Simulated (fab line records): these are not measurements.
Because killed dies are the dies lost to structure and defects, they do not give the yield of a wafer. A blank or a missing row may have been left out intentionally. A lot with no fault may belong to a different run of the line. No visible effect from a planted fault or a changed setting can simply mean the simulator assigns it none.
Which of the tools did it? + flow sky130 + 14 lots, 42 wafers sampled, at 4 steps of a route of 708

WHAT THE GAUGES READ, wafer by wafer
SKY_CAP2M_RS_MEAS_03: measurement is done with a four-point probe.
| lot  | measured     | on            | CAP2M_TIN_RS (ohm/sq) |
|------|--------------|---------------|-----------------------|
| L671 | day 39 16:40 | film-metro-02 | 7.01 6.92 6.89        |
| L673 | day 40 09:28 | film-metro-02 | 6.99 7.01 6.91        |
| L674 | day 41 02:14 | film-metro-01 | 6.85 6.88 6.92        |
| L675 | day 41 03:23 | film-metro-03 | 6.90 6.90 6.94        |
| L678 | day 41 18:04 | film-metro-01 | 6.91 6.83 6.75        |
| L679 | day 42 14:37 | film-metro-01 | 6.89 6.93 6.94        |
| L681 | day 42 17:07 | film-metro-01 | 6.99 6.95 7.03        |
| L684 | day 43 15:58 | film-metro-02 | 6.78 6.83 6.84        |
| L689 | day 45 00:01 | film-metro-03 | 6.92 6.94 6.97        |
| L690 | day 45 11:33 | film-metro-01 | 6.78 6.88 6.79        |
| L693 | day 45 18:10 | film-metro-02 | 6.89 6.91 6.86        |
| L694 | day 45 23:16 | film-metro-03 | 6.87 6.82 6.76        |

EACH LOT AND THE TOOL THAT RAN IT (in order: tool; ch and the chambers of the sampled wafers; start)
| lot  | SKY_VIA3_ETCH_15                   | SKY_VIA3_STRIP_16                    | SKY_CAP2M_CVD_00                |
|------|------------------------------------|--------------------------------------|---------------------------------|
| L671 | rie-diel-04 ch 0,2,3, day 39 15:01 | plasma-asher-03 ch 0,1, day 39 15:04 | pecvd-04 ch 0,1,2, day 39 16:29 |
| L673 | rie-diel-04 ch 2,3, day 40 07:43   | plasma-asher-01 ch 0,1, day 40 07:48 | pecvd-01 ch 0,1,2, day 40 09:14 |
| L674 | rie-diel-02 ch 0,1,2, day 41 00:32 | plasma-asher-03 ch 0,1, day 41 00:36 | pecvd-01 ch 0,1,2, day 41 02:03 |
| L675 | rie-diel-04 ch 1,2,3, day 41 01:41 | plasma-asher-03 ch 0,1, day 41 01:45 | pecvd-03 ch 1,2, day 41 03:12   |
| L678 | rie-diel-02 ch 2,3, day 41 16:17   | plasma-asher-03 ch 0,1, day 41 16:21 | pecvd-01 ch 0,1,2, day 41 17:53 |
| L679 | rie-diel-04 ch 2,3, day 42 12:58   | plasma-asher-04 ch 0,1, day 42 13:01 | pecvd-01 ch 0,1,2, day 42 14:26 |
| L681 | rie-diel-04 ch 0,1,3, day 42 15:25 | plasma-asher-03 ch 0,1, day 42 15:30 | pecvd-03 ch 0,1,2, day 42 16:53 |
| L682 | rie-diel-04 ch 1,3, day 43 03:05   | plasma-asher-04 ch 0,1, day 43 03:09 | -                               |
| L683 | rie-diel-04 ch 0,2,3, day 43 04:14 | plasma-asher-04 ch 0,1, day 43 04:18 | -                               |
| L684 | rie-diel-02 ch 0,1,2, day 43 14:17 | plasma-asher-03 ch 0,1, day 43 14:21 | pecvd-04 ch 1,2, day 43 15:46   |
| L689 | rie-diel-04 ch 1,2,3, day 44 22:19 | plasma-asher-04 ch 1, day 44 22:22   | pecvd-04 ch 0,1,2, day 44 23:49 |
| L690 | rie-diel-02 ch 0,1,2, day 45 09:53 | plasma-asher-03 ch 0,1, day 45 09:57 | pecvd-04 ch 1,2, day 45 11:22   |
| L693 | rie-diel-02 ch 0,1,2, day 45 16:28 | plasma-asher-04 ch 0,1, day 45 16:31 | pecvd-03 ch 0,1,2, day 45 17:56 |
| L694 | rie-diel-02 ch 1,2, day 45 21:37   | plasma-asher-01 ch 0,1, day 45 21:40 | pecvd-01 ch 0,1, day 45 23:05   |
- SKY_VIA3_ETCH_15: etches SiO2 in C4F8/O2/Ar, stops on TiN, target depth 507 nm, time 78 s.
- SKY_VIA3_STRIP_16: strips in O2/N2.
- SKY_CAP2M_CVD_00: deposits SiO2, target thk 15.5 nm.

WHAT THE TOOLS THEMSELVES READ (means of the sampled wafers that have a number; where no wafer has one, the mark that the record gives instead)
SKY_VIA3_ETCH_15.
| lot  | tool        | bias-w (W) | chamber-pressure-mTorr (mTorr) | oes-product-au (a.u.) |
|------|-------------|------------|--------------------------------|-----------------------|
| L671 | rie-diel-04 | 1199       | 40.00                          | 0.948                 |
| L673 | rie-diel-04 | 1202       | 40.00                          | 0.945                 |
| L674 | rie-diel-02 | 1202       | 39.98                          | 0.947                 |
| L675 | rie-diel-04 | 1203       | 40.01                          | 0.948                 |
| L678 | rie-diel-02 | 1202       | 39.96                          | 0.946                 |
| L679 | rie-diel-04 | 1202       | 40.04                          | 0.946                 |
| L681 | rie-diel-04 | 1201       | 39.98                          | 0.946                 |
| L682 | rie-diel-04 | -          | -                              | -                     |
| L683 | rie-diel-04 | -          | -                              | -                     |
| L684 | rie-diel-02 | 1199       | 39.98                          | 0.944                 |
| L689 | rie-diel-04 | 1201       | 40.00                          | 0.945                 |
| L690 | rie-diel-02 | 1200       | 39.96                          | 0.945                 |
| L693 | rie-diel-02 | 1199       | 40.02                          | 0.945                 |
| L694 | rie-diel-02 | 1198       | 40.04                          | 0.943                 |

SKY_VIA3_STRIP_16.
| lot  | tool            | drypump-motor-current-A (A) | n2-flow-sccm (sccm) | oes-product-au (a.u.) | strip-time-to-endpoint-s (s) |
|------|-----------------|-----------------------------|---------------------|-----------------------|------------------------------|
| L671 | plasma-asher-03 | 5.82                        | 300.0               | 0.403                 | 4.13                         |
| L673 | plasma-asher-01 | 5.85                        | 300.9               | 0.402                 | 4.11                         |
| L674 | plasma-asher-03 | 5.81                        | 299.2               | 0.402                 | 4.15                         |
| L675 | plasma-asher-03 | 6.01                        | 299.7               | 0.405                 | 4.14                         |
| L678 | plasma-asher-03 | 5.97                        | 298.7               | 0.402                 | 4.12                         |
| L679 | plasma-asher-04 | 6.00                        | 299.2               | 0.398                 | 4.14                         |
| L681 | plasma-asher-03 | 5.98                        | 300.2               | 0.399                 | 4.12                         |
| L682 | plasma-asher-04 | 5.96                        | 300.3               | 0.445                 | 5.20                         |
| L683 | plasma-asher-04 | 5.94                        | 300.6               | 0.447                 | 5.22                         |
| L684 | plasma-asher-03 | 5.99                        | 300.3               | 0.403                 | 4.17                         |
| L689 | plasma-asher-04 | 5.91                        | 299.2               | 0.406                 | 4.15                         |
| L690 | plasma-asher-03 | 5.83                        | 300.0               | 0.405                 | 4.18                         |
| L693 | plasma-asher-04 | 5.98                        | 299.5               | 0.404                 | 4.16                         |
| L694 | plasma-asher-01 | 6.09                        | 300.0               | 0.401                 | 4.18                         |

SKY_CAP2M_CVD_00.
| lot  | tool     | heater-power-w (W) |
|------|----------|--------------------|
| L671 | pecvd-04 | 697                |
| L673 | pecvd-01 | 699                |
| L674 | pecvd-01 | 724                |
| L675 | pecvd-03 | 765                |
| L678 | pecvd-01 | 745                |
| L679 | pecvd-01 | 747                |
| L681 | pecvd-03 | 688                |
| L684 | pecvd-04 | 807                |
| L689 | pecvd-04 | 742                |
| L690 | pecvd-04 | 651                |
| L693 | pecvd-03 | 731                |
| L694 | pecvd-01 | 710                |

THE ANSWER, worked out from the rows above alone
Rule: the lots themselves supply what counts as usual. Put in order of their means at a reading, lots are off if they are a third of the lots or fewer, leave a main group of 4 or more, and stand apart from it by a gap of 3 or more times the standard deviation of the main group's means; of several such gaps the widest counts. A main group whose means are all the same, to the digits that the tables above print for the reading, isn't used. Also off: a lot with no number at a reading for which 4 or more lots have one. All remaining lots with rows at the step are treated as sound. Order of review: gauges by route order, followed by the tools' own readings, for which a lot's mean as printed above is used. At the first step where some lot is off, the reading lying furthest off is the one used; lots without a number count as furthest.
Off: L682, L683 (SKY_VIA3_ETCH_15, bias-w). Without a number there: L682, L683. Mean 1201 W and standard deviation 1.5 in the main group.
A tool fits if, at that step or a process step before it, it ran every lot that is off, and no sound lot after the first of them. Of those tried, none fits.

WHAT THE SIMULATOR PUT IN
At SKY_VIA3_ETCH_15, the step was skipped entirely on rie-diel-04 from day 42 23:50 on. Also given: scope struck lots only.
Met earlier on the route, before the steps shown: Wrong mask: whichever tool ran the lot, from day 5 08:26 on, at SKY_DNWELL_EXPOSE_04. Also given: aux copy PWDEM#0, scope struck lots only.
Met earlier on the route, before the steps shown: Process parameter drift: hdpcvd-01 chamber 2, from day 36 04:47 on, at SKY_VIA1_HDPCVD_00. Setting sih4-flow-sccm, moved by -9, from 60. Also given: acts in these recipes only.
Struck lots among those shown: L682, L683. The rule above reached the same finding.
